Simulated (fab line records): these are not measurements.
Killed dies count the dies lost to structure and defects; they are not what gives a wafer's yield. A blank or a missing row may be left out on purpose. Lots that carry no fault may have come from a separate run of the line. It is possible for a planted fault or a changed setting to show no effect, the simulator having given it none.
The tool behind it: which one? | flow sky130 | 13 lots with 39 wafers sampled at 3 steps, on a route of 708 steps

== WHAT EACH GAUGE READ, for each wafer ==
The record holds no reading of a measuring or inspecting step that can be judged against a usual standard deviation.

== WHAT TOOL EACH LOT RAN ON (gives the tool, then ch and the chambers of the sampled wafers, and finally the start) ==
lot  | SKY_METAL1_METAL_ETCH_19          | SKY_METAL1_STRIP_20                  | SKY_PAD_OPEN_PROBE_99
L935 | rie metal-02 ch 0,1, day 33 12:40 | plasma asher-03 ch 0,1, day 33 12:46 | -
L936 | rie metal-04 ch 0,1, day 33 12:58 | plasma asher-03 ch 0,1, day 33 13:03 | -
L939 | rie metal-02 ch 0,1, day 34 09:37 | plasma asher-04 ch 0,1, day 34 09:42 | -
L940 | rie metal-02 ch 0,1, day 35 01:23 | plasma asher-03 ch 0,1, day 35 01:28 | -
L941 | rie metal-04 ch 0,1, day 35 04:05 | plasma asher-03 ch 0,1, day 35 04:11 | prober-01, day 47 17:49
L942 | rie metal-02 ch 0,1, day 35 10:02 | plasma asher-04 ch 0,1, day 35 10:07 | -
L944 | rie metal-04 ch 0, day 36 02:20   | plasma asher-04 ch 0,1, day 36 02:31 | -
L946 | rie metal-04 ch 0,1, day 36 20:17 | plasma asher-03 ch 0,1, day 36 20:25 | -
L949 | rie metal-04 ch 0,1, day 37 15:04 | plasma asher-04 ch 0,1, day 37 15:09 | prober-01, day 49 09:20
L952 | rie metal-04 ch 0,1, day 38 17:23 | plasma asher-04 ch 0,1, day 38 17:29 | -
L953 | rie metal-04 ch 0,1, day 38 21:08 | plasma asher-04 ch 0,1, day 38 21:14 | -
L955 | rie metal-02 ch 0,1, day 39 07:29 | plasma asher-01 ch 0,1, day 39 07:34 | -
L956 | rie metal-03 ch 0, day 39 20:49   | plasma asher-03 ch 0,1, day 39 20:56 | -
- SKY_METAL1_METAL_ETCH_19: etches the open film in Cl2/BCl3, stops on SiO2, target depth 360 nm, time 78 s.
- SKY_METAL1_STRIP_20: strips in O2/N2.
- SKY_PAD_OPEN_PROBE_99

== AS READ BY THE TOOLS THEMSELVES (means over the sampled wafers that have a number; for cases with no such wafer, the mark the record gives instead) ==
SKY_METAL1_METAL_ETCH_19.
lot  | tool         | drypump motor current A (A) | oes product au (a.u.) | rf fwd power W (W) | throttle valve pct (%)
L935 | rie metal-02 | 5.5                         | 0.852                 | 895.3              | 22.267
L936 | rie metal-04 | 6.0                         | 0.853                 | 894.7              | 22.262
L939 | rie metal-02 | 5.5                         | 0.856                 | 893.0              | 22.258
L940 | rie metal-02 | 5.5                         | 0.855                 | 892.8              | 22.265
L941 | rie metal-04 | 6.0                         | 0.848                 | 893.9              | 22.271
L942 | rie metal-02 | 5.3                         | 0.844                 | 893.4              | 22.267
L944 | rie metal-04 | 6.1                         | 0.852                 | 894.9              | 22.274
L946 | rie metal-04 | 5.8                         | 0.858                 | 897.8              | 22.263
L949 | rie metal-04 | 6.0                         | 0.780                 | 894.4              | 22.258
L952 | rie metal-04 | 6.0                         | 0.780                 | 897.7              | 22.257
L953 | rie metal-04 | 6.0                         | 0.787                 | 893.3              | 22.261
L955 | rie metal-02 | 5.3                         | 0.856                 | 896.6              | 22.270
L956 | rie metal-03 | 6.3                         | 0.846                 | 894.0              | 22.259

SKY_METAL1_STRIP_20.
lot  | tool            | drypump motor current A (A) | oes product au (a.u.) | strip time to endpoint s (s)
L935 | plasma asher-03 | 6.1                         | 0.338                 | 2.65
L936 | plasma asher-03 | 6.0                         | 0.338                 | 2.64
L939 | plasma asher-04 | 5.7                         | 0.343                 | 2.67
L940 | plasma asher-03 | 6.1                         | 0.340                 | 2.65
L941 | plasma asher-03 | 6.0                         | 0.339                 | 2.66
L942 | plasma asher-04 | 6.0                         | 0.344                 | 2.69
L944 | plasma asher-04 | 5.7                         | 0.340                 | 2.68
L946 | plasma asher-03 | 6.0                         | 0.346                 | 2.76
L949 | plasma asher-04 | 6.0                         | 0.323                 | 2.27
L952 | plasma asher-04 | 5.7                         | 0.323                 | 2.28
L953 | plasma asher-04 | 5.7                         | 0.328                 | 2.31
L955 | plasma asher-01 | 5.9                         | 0.349                 | 2.73
L956 | plasma asher-03 | 6.0                         | 0.340                 | 2.66

SKY_PAD_OPEN_PROBE_99.
lot  | tool      | defect limited yield (%) | killed_at_M0_to_M3 | killed_at_M4_up | killed at contacts | killed at front end | killed at other | killed dies | killed open | killed short | sort_bin_3_pad_short (%) | sort_bin_5_function (%) | sort_bin_6_memory (%) | sort n pass | sort yield pct (%)
L941 | prober-01 | 81.9                     | 41                 | 3.3             | 29                 | 14                  | 1.3             | 89          | 46          | 41           | 0.9                      | 10.6                    | 6.6                   | 403         | 81.9
L949 | prober-01 | 82.7                     | 48                 | 2.7             | 22                 | 12                  | 0.0             | 85          | 50          | 35           | 0.7                      | 10.2                    | 6.5                   | 407         | 82.7

== THE ANSWER, worked out from the rows above alone ==
Rule: the lots themselves supply what counts as usual. The widest of any qualifying gaps counts: lots, ordered by their means at a reading, are off when they make up no more than a third of the lots, leave a main group of 4 or more, and stand apart from it by 3 or more times the standard deviation of that group's means. The tables above print the reading to a certain number of digits; a main group whose means all agree to those digits is not used. A lot without any number at a reading at which 4 lots or more have one is off too. Where the step has rows for the other lots, those lots are counted as sound. Order of review: gauges by route order, followed by the tools' own readings, for which a lot's mean as printed above is used. The first step at which some lot is off is used, and at that step the reading that is off furthest; a lot without a number counts as furthest.
Off: L949, L952, L953 (SKY_METAL1_METAL_ETCH_19, oes product au). The main group has a mean of 0.852 a.u. with a standard deviation of 0.0044.
If a tool, at that step or one of the process steps before it, ran each lot that is off and ran no sound lot following the first of them, it fits. One fits: SKY_METAL1_METAL_ETCH_19 on rie metal-04. Its last sound lot is L946 (day 36 20:17), its first lot that is off L949 (day 37 15:04): a fault that began between those two fits.
On the lots that are off, the tool's own readings at SKY_METAL1_METAL_ETCH_19 differ by more than 5 times the standard deviation of the sound lots' means, which bears it out; oes product au reads 0.782 a.u. there versus 0.852 a.u. on the sound lots.

== WHAT HAD BEEN PUT IN BY THE SIMULATOR ==
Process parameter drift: rie metal-04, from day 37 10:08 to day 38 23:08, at SKY_METAL1_METAL_ETCH_19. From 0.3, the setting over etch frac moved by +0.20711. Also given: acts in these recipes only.
Shown lots that were struck: L949, L952, L953. The same result came from the rule above.
